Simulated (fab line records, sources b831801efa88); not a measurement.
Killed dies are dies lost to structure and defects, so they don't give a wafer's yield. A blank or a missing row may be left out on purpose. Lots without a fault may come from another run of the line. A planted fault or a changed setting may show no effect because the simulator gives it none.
A struck lot beside a sound one | flow sky130 | 15 steps out of a route of 708
Sound: wafers L268.2, L268.4, L268.6. Struck: wafer L271.5. (L271.1, L271.4 of the same lot were not struck and are left out.) The cause comes at the end.
At each step with rows: each side's tool, then ch and its chambers, then its first start. Under that, the readings that differ: sound wafers | struck wafers | difference of the means | sigmas: that difference in standard deviations of wafers without a fault.
alike: readings whose means differ by less than 2 such deviations, and words and numbers that are the same on both sides. not compared: withheld readings, readings that some wafer has no value for, bounds like >300 that may hide the same value, and numbers for which the record gives no deviation and whose values overlap.
The two part at a step that has a row with sigmas, a row that says differs or no value, or rows on one side only. Numbers that don't overlap but have no deviation are shown without sigmas and don't part them. A reading that every wafer of one side lacks parts them only if that side has two wafers or more.

SKY_VIA4_OVL_MEAS_11:
  sound on overlay-01, day 44 03:37; struck on overlay-02, day 45 02:12
  alike: VIA4_OVL
SKY_VIA4_ETCH_12: etches SiO2 in C4F8/O2/Ar, stops on TiN, target depth 580 nm.
  sound on rie_diel-01 ch 1,2, day 44 03:38; struck on rie_diel-01 ch 1, day 45 02:14
  alike: oes_product_au
SKY_VIA4_STRIP_13: strips in O2/N2.
  sound on plasma_asher-04 ch 0,1, day 44 03:43; struck on plasma_asher-01 ch 0, day 45 02:19
  reading                     | sound       | struck | difference | sigmas
  drypump_motor_current_A (A) | 5.7 5.7 6.1 | 5.0    | -0.8       | -2
  alike: n2_flow_sccm, oes_product_au, strip_time_to_endpoint_s
  not compared: rf_hours_counter_h
then, 4 steps without rows for these wafers: SKY_VIA4_STRIP_14 (strips in post etch residue remover, time 1200 s); SKY_VIA4_CLEAN_15 (cleans in IPA, time 180 s); SKY_VIA4_CLEAN_16 (cleans in O3/DIW); SKY_VIA4_SPUTTER_17 (material TiN, target thk 20 nm, time 80 s).
SKY_VIA4_CVD_18: deposits W, target thk 505 nm, time 152.14 s.
  sound on cvd_w-02 ch 0,1, day 44 04:23; struck on cvd_w-01 ch 1, day 45 02:58
  alike: heater_power_w
SKY_VIA4_RS_MEAS_19: measures by four-point-probe.
  sound on film_metro-02, day 44 04:34; struck on film_metro-01, day 45 03:07
  alike: VIA4_W_RS
SKY_VIA4_THK_MEAS_20: measures by xrf.
  sound on film_metro-02, day 44 04:40; struck on film_metro-01, day 45 03:14
  alike: VIA4_W_THK
SKY_VIA4_CMP_21: polishes, stops on SiO2, t overpolish 25 s, target thk 0 nm.
  sound on cmp-01 ch 1,3, day 44 04:43; struck on cmp-02 ch 3, day 45 03:17
  alike: motor_current_A, overpolish_run_s, time_to_endpoint_s
SKY_METAL5_SPUTTER_00: material Ti, target thk 15 nm, time 10 s.
  sound on pvd_sputter-01, day 44 05:01; struck on pvd_sputter-01, day 45 03:35
  reading                | sound          | struck | difference | sigmas
  throttle_valve_pct (%) | 29.0 28.9 28.8 | 31.7   | +2.8       | +3
SKY_METAL5_SPUTTER_01: material TiN, target thk 20 nm, time 16.7 s.
  sound on pvd_sputter-01, day 44 05:03; struck on pvd_sputter-01, day 45 03:37
  reading                                    | sound             | struck | difference | sigmas
  throttle_valve_pct (%)                     | 28.8 28.9 28.8    | 31.8   | +3.0       | +3
  model.TiN_of_METAL5_SPUTTER_01.thk_nm (nm) | 20.37 20.15 20.34 | 16.04  | -4.25      |
then, 1 step without rows for these wafers: SKY_METAL5_SPUTTER_02 (material AlCu, target thk 1150 nm, time 61.2 s).
-- the record jumps here: 3 days lie between the struck wafers' starts before and after (it left off in module METAL5 and takes up again in module PAD_OPEN, whose first step shown is number 708 of the route) --
SKY_PAD_OPEN_PROBE_99:
  sound on prober-02, day 47 02:50; struck on prober-02, day 48 00:00
  reading                 | sound         | struck | difference | sigmas
  sort_bin_5_function (%) | 10.0 8.7 10.8 | 13.6   | +3.8       | +2
  alike: defect_limited_yield, killed_at_M0_to_M3, killed_at_M4_up, killed_at_contacts, killed_at_front_end, killed_at_other, killed_dies, killed_open, killed_short, sort_bin_3_pad_short, sort_bin_6_memory, sort_n_pass, sort_yield_pct

WHERE THEY PART
First at SKY_VIA4_STRIP_13; last, within this record, at SKY_PAD_OPEN_PROBE_99.

WHY: what the simulator had put in
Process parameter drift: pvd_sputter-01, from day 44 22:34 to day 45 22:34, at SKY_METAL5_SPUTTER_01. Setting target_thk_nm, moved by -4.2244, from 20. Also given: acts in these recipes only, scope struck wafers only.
